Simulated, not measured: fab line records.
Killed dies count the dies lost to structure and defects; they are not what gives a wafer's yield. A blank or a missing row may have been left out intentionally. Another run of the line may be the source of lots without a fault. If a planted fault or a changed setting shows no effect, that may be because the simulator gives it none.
Which of the tools did it? -- flow gf180mcu -- 13 lots with 39 wafers sampled at 4 steps, on a route of 602 steps

WHAT THE GAUGES SHOWED, per wafer
GF_TOP_METAL_THK_MEAS_06: measures by xrf. Usual: TOP_METAL_ALCU_THK 895 nm, standard deviation 11.
lot,measured,on,TOP_METAL_ALCU_THK (nm),flag
L201,day 27 11:23,film metro-03,910 910 910,
L202,day 27 17:30,film metro-02,888 886 885,
L203,day 28 04:31,film metro-01,877 873 870,
L204,day 28 10:16,film metro-02,894 899 898,
L211,day 30 16:21,film metro-02,904 900 895,
L212,day 31 01:14,film metro-02,891 889 888,
L213,day 31 03:11,film metro-03,906 896 901,
L217,day 32 08:27,film metro-02,885 878 885,
L218,day 32 12:29,film metro-01,906 899 908,
L220,day 33 00:45,film metro-01,898 892 891,
L221,day 33 04:09,film metro-03,914 910 915,
L223,day 33 16:25,film metro-01,908 903 901,
L224,day 33 22:14,film metro-03,915 916 920,

WHAT TOOL EACH LOT RAN ON (gives the tool, then ch and the chambers of the sampled wafers, and finally the start)
lot,GF_M3_SPUTTER_03,GF_V4_SPUTTER_22,GF_MIM_SPUTTER_04
L201,"pvd sputter-03, day 20 12:31","pvd sputter-01, day 24 15:11","pvd sputter-03, day 24 15:59"
L202,"pvd sputter-02, day 20 20:39","pvd sputter-04, day 24 22:17","pvd sputter-03, day 24 23:06"
L203,"pvd sputter-03, day 21 08:43","pvd sputter-01, day 25 10:11","pvd sputter-02, day 25 10:59"
L204,"pvd sputter-01, day 21 15:22","pvd sputter-04, day 25 16:19","pvd sputter-02, day 25 17:11"
L211,"pvd sputter-03, day 24 07:49","pvd sputter-01, day 28 02:17","pvd sputter-02, day 28 03:05"
L212,"pvd sputter-03, day 24 18:10","pvd sputter-01, day 28 12:03","pvd sputter-02, day 28 12:52"
L213,"pvd sputter-02, day 24 22:07","pvd sputter-04, day 28 14:56","pvd sputter-01, day 28 15:44"
L217,"pvd sputter-02, day 26 08:46","pvd sputter-01, day 29 21:19","pvd sputter-03, day 29 22:08"
L218,"pvd sputter-02, day 26 15:13","pvd sputter-04, day 30 04:49","pvd sputter-02, day 30 05:37"
L220,"pvd sputter-01, day 27 06:03","pvd sputter-01, day 30 15:46","pvd sputter-02, day 30 16:46"
L221,"pvd sputter-01, day 27 09:49","pvd sputter-01, day 30 19:47","pvd sputter-01, day 30 20:41"
L223,"pvd sputter-03, day 28 00:22","pvd sputter-04, day 31 10:34","pvd sputter-03, day 31 11:23"
L224,"pvd sputter-02, day 28 07:28","pvd sputter-04, day 31 16:20","pvd sputter-03, day 31 17:09"
- GF_M3_SPUTTER_03: material Ti, target thk 10 nm, time 6.7 s.
- GF_V4_SPUTTER_22: material TiN, target thk 10 nm, time 40 s.
- GF_MIM_SPUTTER_04: material TiN, target thk 50 nm, time 41.7 s.

AS READ BY THE TOOLS THEMSELVES (means over the sampled wafers that have a number; for cases with no such wafer, the mark the record gives instead)
GF_M3_SPUTTER_03. Usual: throttle valve pct 30.5 %, standard deviation 1.2.
lot,tool,throttle valve pct (%),flag
L201,pvd sputter-03,29.8,
L202,pvd sputter-02,29.2,
L203,pvd sputter-03,31.1,
L204,pvd sputter-01,31.1,
L211,pvd sputter-03,30.9,
L212,pvd sputter-03,30.3,
L213,pvd sputter-02,29.7,
L217,pvd sputter-02,29.2,
L218,pvd sputter-02,29.3,
L220,pvd sputter-01,31.1,
L221,pvd sputter-01,30.9,
L223,pvd sputter-03,30.5,
L224,pvd sputter-02,29.5,

GF_V4_SPUTTER_22. Usual: throttle valve pct 30.6 %, standard deviation 0.8.
lot,tool,throttle valve pct (%),flag
L201,pvd sputter-01,30.9,
L202,pvd sputter-04,30.6,
L203,pvd sputter-01,31.0,
L204,pvd sputter-04,30.7,
L211,pvd sputter-01,30.8,
L212,pvd sputter-01,30.5,
L213,pvd sputter-04,29.8,
L217,pvd sputter-01,31.4,
L218,pvd sputter-04,30.6,
L220,pvd sputter-01,31.2,
L221,pvd sputter-01,30.9,
L223,pvd sputter-04,29.7,
L224,pvd sputter-04,30.5,

GF_MIM_SPUTTER_04. Usual: throttle valve pct 30.5 %, standard deviation 1.2.
lot,tool,throttle valve pct (%),flag
L201,pvd sputter-03,30.3,
L202,pvd sputter-03,30.2,
L203,pvd sputter-02,31.0,
L204,pvd sputter-02,31.6,
L211,pvd sputter-02,30.9,
L212,pvd sputter-02,30.8,
L213,pvd sputter-01,31.1,
L217,pvd sputter-03,30.4,
L218,pvd sputter-02,29.7,
L220,pvd sputter-02,29.4,
L221,pvd sputter-01,30.9,
L223,pvd sputter-03,30.7,
L224,pvd sputter-03,30.6,

THE ANSWER, worked out from the rows above alone
Rule: a lot counts as off when the mean over its wafers that have a number is more than 3 standard deviations away from the usual mean. A lot without any number at a reading at which 4 lots or more have one is off too. Where the step has rows for the other lots, those lots are counted as sound. The gauges are gone through in route order, then the tools' own readings, and for those a lot's mean is taken as printed above. At the first step where some lot is off, the reading lying furthest off is the one used; lots without a number count as furthest.
No lot is off at any reading shown: from this, nothing can be told.

WHAT THE SIMULATOR HAD PUT IN
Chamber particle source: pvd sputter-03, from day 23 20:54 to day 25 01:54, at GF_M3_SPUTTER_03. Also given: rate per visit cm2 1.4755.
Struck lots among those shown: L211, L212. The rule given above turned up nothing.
